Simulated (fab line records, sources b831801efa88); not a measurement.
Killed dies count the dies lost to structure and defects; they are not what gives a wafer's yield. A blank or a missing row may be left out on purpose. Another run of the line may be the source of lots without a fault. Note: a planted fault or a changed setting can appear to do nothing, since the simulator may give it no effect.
The same fault as seen by 2 desks	flow gf180mcu	only its own numbers are on each desk; what lay behind them is given at the end

AT THE METROLOGY DESK
What the gauges read, lot by lot, whatever tool the lot ran on: means of the sampled wafers that have a number. A lot is out of limits, marked OUT, if its mean lies more than 4 standard deviations from the usual mean; the brackets give that distance.
Columns: A = V4_W_RS at GF_V4_RS_MEAS_24, usual 0.329 ohm/sq
lot	first seen here	A
L593	day 24 10:05	0.329
L594	day 24 15:40	0.331
L596	day 25 14:31	0.325
L599	day 26 15:18	0.329
L600	day 27 02:25	0.332
L601	day 27 06:14	0.329
L602	day 27 10:47	0.326
L606	day 28 17:41	0.333
L612	day 30 08:04	0.332
L613	day 30 17:29	0.329
L614	day 30 23:27	0.325
L615	day 31 06:30	0.331
L616	day 31 13:47	0.322
Result from this desk: across the 13 lots, nothing is out of limits.

FOR THE TOOL OWNER'S DESK: pecvd-02
The tool's own readings at GF_V4_CVD_02 (deposits SiO2 from TEOS, target thk 850 nm, time 94.851 s): means of the sampled wafers that have a number, for each lot that ran on this tool. A lot is out of limits, marked OUT, if its mean lies more than 4 standard deviations from the usual mean; the brackets give that distance.
Columns: A = heater_power_w at GF_V4_CVD_02, usual 641 W
lot	first seen here	A
L593	day 23 10:14	711
L596	day 24 14:55	620
L599	day 25 16:26	605
L600	day 26 04:10	627
L606	day 27 20:37	591
L614	day 30 04:13	731
L615	day 30 11:46	639
Result from this desk: across the 7 lots, nothing is out of limits.

PUT TOGETHER
The metrology desk saw nothing out of limits.
The tool owner's desk saw nothing out of limits.

WHAT THE SIMULATOR HAD INSERTED
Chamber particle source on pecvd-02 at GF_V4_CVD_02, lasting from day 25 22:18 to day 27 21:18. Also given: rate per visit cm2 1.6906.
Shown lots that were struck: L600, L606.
